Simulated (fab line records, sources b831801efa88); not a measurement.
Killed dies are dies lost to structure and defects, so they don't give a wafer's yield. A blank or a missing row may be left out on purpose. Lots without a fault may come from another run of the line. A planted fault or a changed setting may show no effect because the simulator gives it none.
Chamber matching | flow sky130 | SKY_VIA3_ETCH_14 on rie_diel-01: 3 sister chambers
The step etches BARC in N2/H2, stops on SiO2, time 45.9 s, target depth 60 nm. 14 wafers are shown with their chamber, then 6 later ones without.

WAFERS WITH THEIR CHAMBER
wafer  | chamber | drypump_motor_current_A (A) | rf_fwd_power_W (W) | run_length_s (s)
L731.4 | 2       | 5.5                         | 492.0              | 73.3
L731.5 | 2       | 5.5                         | 495.7              | 73.3
L731.6 | 1       | 5.0                         | 489.5              | 74.4
L741.2 | 1       | 5.0                         | 489.7              | 74.5
L741.3 | 2       | 5.5                         | 497.7              | 73.4
L741.6 | 2       | 5.5                         | 494.7              | 73.5
L743.3 | 3       | 6.1                         | 495.0              | 74.0
L743.5 | 3       | 6.1                         | 496.1              | 73.6
L743.6 | 2       | 5.5                         | 496.2              | 73.4
L744.3 | 2       | 5.5                         | 493.2              | 73.4
L744.4 | 3       | 6.1                         | 496.1              | 73.9
L744.6 | 2       | 5.5                         | 494.4              | 74.0
L745.2 | 3       | 6.2                         | 496.0              | 74.0
L745.4 | 3       | 6.1                         | 496.6              | 73.6

SIGNATURES (means of the wafers above)
reading                 | chamber 1 | chamber 2 | chamber 3 | scatter within a chamber
drypump_motor_current_A | 5.000     | 5.500     | 6.120     | 0.027
rf_fwd_power_W          | 489.600   | 494.843   | 495.960   | 1.45
run_length_s            | 74.450    | 73.471    | 73.820    | 0.219
Rule: a wafer's distance from a chamber is the root of the sum, over the readings, of the square of ((its reading less the chamber's mean) divided by the reading's scatter). The wafer belongs to the nearest chamber; if the next one is less than 2 further off, it can't be placed. The scatter: the root of (the sum of the squares of (reading less its chamber's mean) over the shown wafers, divided by (wafers less chambers)).

WAFERS WITHOUT THEIR CHAMBER
wafer  | drypump_motor_current_A (A) | rf_fwd_power_W (W) | run_length_s (s)
L745.5 | 5.5                         | 495.6              | 73.9
L746.2 | 6.1                         | 494.0              | 74.1
L746.3 | 5.5                         | 496.2              | 73.7
L746.5 | 5.0                         | 491.5              | 74.4
L751.1 | 6.1                         | 497.2              | 73.6
L751.2 | 5.5                         | 499.1              | 73.3

WHICH CHAMBER EACH WENT THROUGH
wafer  | from the rows above | in truth
L745.5 | 2                   | 2
L746.2 | 3                   | 3
L746.3 | 2                   | 2
L746.5 | 1                   | 1
L751.1 | 3                   | 3
L751.2 | 2                   | 2
Placed correctly: 6 of 6. Can't be placed from these rows: 0. Placed wrongly: 0.
